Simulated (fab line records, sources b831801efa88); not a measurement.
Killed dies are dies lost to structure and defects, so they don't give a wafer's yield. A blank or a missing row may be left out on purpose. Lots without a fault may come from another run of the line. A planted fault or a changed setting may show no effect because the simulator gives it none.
Which tool did it? | flow sky130 | 11 lots, 33 wafers sampled, at 6 steps of a route of 708

WHAT THE GAUGES READ, wafer by wafer
SKY_FIELD_ISO_CD_MEAS_13: target cd 150 nm. Usual: cd_nm 149.9 nm, standard deviation 1.5.
lot  | measured    | on        | cd_nm (nm)        | flag
L179 | day 2 05:23 | cd_sem-02 | 151.3 151.1 150.8 |
L183 | day 3 02:35 | cd_sem-01 | 148.5 148.0 147.0 |
L186 | day 3 19:22 | cd_sem-02 | 150.6 150.7 150.5 |
L187 | day 3 22:24 | cd_sem-02 | 150.6 147.3 150.3 |
L188 | day 4 03:29 | cd_sem-02 | 149.4 150.4 150.0 |
L189 | day 4 07:54 | cd_sem-02 | 150.4 149.3 147.6 |
L191 | day 4 21:07 | cd_sem-01 | 152.3 151.1 150.7 |
L193 | day 5 05:01 | cd_sem-01 | 148.2 146.9 147.3 |
L194 | day 5 13:28 | cd_sem-01 | 152.4 151.9 151.3 |
L200 | day 6 19:30 | cd_sem-02 | 148.7 148.2 147.6 |
L201 | day 6 23:22 | cd_sem-02 | 149.7 149.5 150.4 |

SKY_NWELL_THK_MEAS_02. Usual: NWELL_OXIDATION_THK 10.01 nm, standard deviation 0.2.
lot  | measured    | on            | NWELL_OXIDATION_THK (nm) | flag
L179 | day 2 15:50 | film_metro-03 | 10.22 10.50 10.28        |
L183 | day 3 09:53 | film_metro-01 | 9.74 9.74 9.77           |
L186 | day 4 07:05 | film_metro-01 | 9.80 9.73 9.92           |
L187 | day 4 07:05 | film_metro-03 | 10.01 9.93 9.81          |
L188 | day 4 11:03 | film_metro-03 | 10.19 10.31 10.15        |
L189 | day 4 16:38 | film_metro-03 | 9.82 9.82 10.01          |
L191 | day 5 06:35 | film_metro-01 | 10.00 9.99 9.83          |
L193 | day 5 20:49 | film_metro-03 | 10.09 10.10 9.98         |
L194 | day 6 01:15 | film_metro-01 | 9.77 9.77 9.96           |
L200 | day 7 06:55 | film_metro-03 | 10.16 10.21 10.28        |
L201 | day 7 10:44 | film_metro-04 | 9.73 9.88 9.74           |

SKY_NWELL_TW_MEAS_15. Usual: NWELL_TW 1814, standard deviation 28.
lot  | measured     | on            | NWELL_TW                      | flag
L179 | day 4 15:22  | film_metro-03 | 1836 1827 1820                |
L183 | day 5 14:07  | film_metro-01 | 1789 1789 1780                |
L186 | day 6 13:17  | film_metro-03 | 1838 1834 1838                |
L187 | day 6 13:55  | film_metro-04 | 1818 1815 1808                |
L188 | day 6 17:47  | film_metro-03 | 1835 1833 1840                |
L189 | day 6 23:24  | film_metro-03 | 1827 1836 1832                |
L191 | day 7 15:11  | film_metro-03 | 1855 1841 1854                |
L193 | day 8 06:40  | film_metro-01 | 2159 2168 2174 2167 2165 2153 | OFF
L194 | day 8 12:47  | film_metro-01 | 2163 2165 2156 2167 2166 2174 | OFF
L200 | day 9 21:55  | film_metro-01 | 1782 1784 1775                |
L201 | day 10 01:35 | film_metro-03 | 1872 1850 1853                |

SKY_NWELL_RS_MEAS_29: measures by four-point-probe. Usual: NWELL_RS 624.2 ohm/sq, standard deviation 1.8.
lot  | measured     | on            | NWELL_RS (ohm/sq)                   | flag
L179 | day 5 09:41  | film_metro-04 | 623.9 625.0 623.3                   |
L183 | day 6 08:10  | film_metro-03 | 625.3 625.7 626.7                   |
L186 | day 7 08:51  | film_metro-04 | 624.0 622.5 623.9                   |
L187 | day 7 09:04  | film_metro-03 | 625.4 626.5 627.1                   |
L188 | day 7 12:40  | film_metro-01 | 626.1 628.3 624.9                   |
L189 | day 7 18:50  | film_metro-01 | 626.0 625.8 625.2                   |
L191 | day 8 12:47  | film_metro-04 | 623.7 623.5 623.4                   |
L193 | day 9 04:43  | film_metro-01 | 441.7 440.3 440.7 440.5 440.2 439.4 | OFF
L194 | day 9 09:38  | film_metro-03 | 440.8 439.9 441.5 441.0 441.7 440.5 | OFF
L200 | day 10 20:36 | film_metro-03 | 622.9 621.8 620.2                   |
L201 | day 11 01:12 | film_metro-04 | 621.0 623.1 621.5                   |

WHICH TOOL RAN EACH LOT (tool, then ch and the chambers of the sampled wafers, then the start)
lot  | SKY_FIELD_ISO_ETCH_17           | SKY_NWELL_IMPLANT_11
L179 | rie_si-01 ch 0,1,2, day 2 05:42 | implanter-01 ch 0, day 4 14:49
L183 | rie_si-02 ch 0,2,3, day 3 02:54 | implanter-01 ch 0, day 5 13:34
L186 | rie_si-01 ch 0,1,3, day 3 19:41 | implanter-04 ch 0, day 6 12:44
L187 | rie_si-02 ch 0,1,2, day 3 22:43 | implanter-01 ch 0, day 6 13:22
L188 | rie_si-02 ch 0,1,3, day 4 03:45 | implanter-03 ch 0, day 6 17:16
L189 | rie_si-01 ch 2,3, day 4 08:09   | implanter-03 ch 0, day 6 22:54
L191 | rie_si-01 ch 0,1, day 4 21:23   | implanter-04 ch 0, day 7 14:40
L193 | rie_si-01 ch 1,2,3, day 5 05:20 | implanter-04 ch 0, day 8 06:07
L194 | rie_si-02 ch 1,2,3, day 5 13:45 | implanter-04 ch 0, day 8 12:16
L200 | rie_si-01 ch 0,1,2, day 6 19:48 | implanter-01 ch 0, day 9 21:23
L201 | rie_si-01 ch 0,2, day 6 23:41   | implanter-03 ch 0, day 10 01:02
- SKY_FIELD_ISO_ETCH_17: etches Si in HBr/Cl2/O2, target depth 342 nm, time 97.7 s.
- SKY_NWELL_IMPLANT_11

WHAT THE TOOLS THEMSELVES READ (means of the sampled wafers that have a number; where no wafer has one, the mark that the record gives instead)
SKY_FIELD_ISO_ETCH_17. Usual: drypump_motor_current_A 5.6 A, standard deviation 0.42; oes_product_au 0.999 a.u., standard deviation 0.0098; throttle_valve_pct 25.656 %, standard deviation 0.011.
lot  | tool      | drypump_motor_current_A (A) | oes_product_au (a.u.) | throttle_valve_pct (%) | flag
L179 | rie_si-01 | 5.6                         | 1.009                 | 25.650                 |
L183 | rie_si-02 | 5.8                         | 1.001                 | 25.647                 |
L186 | rie_si-01 | 5.5                         | 0.989                 | 25.663                 |
L187 | rie_si-02 | 5.7                         | 0.995                 | 25.655                 |
L188 | rie_si-02 | 5.7                         | 1.000                 | 25.652                 |
L189 | rie_si-01 | 5.9                         | 0.998                 | 25.649                 |
L191 | rie_si-01 | 5.5                         | 0.996                 | 25.659                 |
L193 | rie_si-01 | 5.5                         | 1.002                 | 25.650                 |
L194 | rie_si-02 | 5.4                         | 0.999                 | 25.657                 |
L200 | rie_si-01 | 5.6                         | 0.991                 | 25.657                 |
L201 | rie_si-01 | 5.9                         | 0.993                 | 25.653                 |

SKY_NWELL_IMPLANT_11. Usual: beam_energy_keV 400.00, standard deviation 0.11; beam_on_s 9.99 s, standard deviation 0.21; dose_ions_cm2 1.9002e+13, standard deviation 2.1e+10; faraday_current_uA 107.3, standard deviation 2.2.
lot  | tool         | beam_energy_keV | beam_on_s (s) | dose_ions_cm2 | faraday_current_uA | flag
L179 | implanter-01 | 400.05          | 10.07         | 1.9013e+13    | 106.5              |
L183 | implanter-01 | 399.96          | 10.06         | 1.9004e+13    | 106.7              |
L186 | implanter-04 | 399.94          | 9.86          | 1.9011e+13    | 108.4              |
L187 | implanter-01 | 400.03          | 9.97          | 1.9015e+13    | 107.4              |
L188 | implanter-03 | 400.07          | 9.97          | 1.9020e+13    | 107.3              |
L189 | implanter-03 | 400.03          | 10.22         | 1.8981e+13    | 104.8              |
L191 | implanter-04 | 400.07          | 10.05         | 1.8988e+13    | 106.6              |
L193 | implanter-04 | 399.83          | 13.31         | 3.6461e+13    | 154.3              | OFF
L194 | implanter-04 | 399.96          | 13.37         | 3.6451e+13    | 154.0              | OFF
L200 | implanter-01 | 399.99          | 9.91          | 1.8995e+13    | 108.1              |
L201 | implanter-03 | 400.02          | 9.96          | 1.9025e+13    | 107.5              |

THE ANSWER, worked out from the rows above alone
Rule: a lot is off if the mean of its wafers that have a number lies more than 3 standard deviations from the usual mean. A lot without any number at a reading at which 4 lots or more have one is off too. The other lots that the step has rows for count as sound. The gauges are gone through in route order, then the tools' own readings, and for those a lot's mean is taken as printed above. The first step at which some lot is off is used, and at that step the reading that is off furthest; a lot without a number counts as furthest.
Off: L193, L194, at SKY_NWELL_TW_MEAS_15 (NWELL_TW).
A tool fits if, at a process step before that reading, it ran every lot that is off, and no sound lot after the first of them. The gauges at SKY_NWELL_TW_MEAS_15 aren't tried: what is off there is off at SKY_NWELL_IMPLANT_11 too, on other tools, and a gauge's error can't cause that. One fits: implanter-04 at SKY_NWELL_IMPLANT_11. Its last sound lot is L191 (day 7 14:40), its first lot that is off L193 (day 8 06:07): a fault that began between those two fits.
The tool's own readings at SKY_NWELL_IMPLANT_11 bear it out: on the lots that are off they differ by more than 5 times the standard deviation of the sound lots' means. beam_on_s reads 13.34 s there against 10.01 s on the sound lots; dose_ions_cm2 reads 3.6456e+13 there against 1.9006e+13 on the sound lots; faraday_current_uA reads 154.2 there against 107.0 on the sound lots.

WHAT THE SIMULATOR HAD PUT IN
Process parameter drift: implanter-04, from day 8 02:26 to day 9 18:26, at SKY_NWELL_IMPLANT_11. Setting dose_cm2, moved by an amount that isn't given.
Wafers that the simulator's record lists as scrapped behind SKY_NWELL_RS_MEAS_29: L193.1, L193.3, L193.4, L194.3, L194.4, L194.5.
Lots struck among those shown: L193, L194. The rule above found the same.
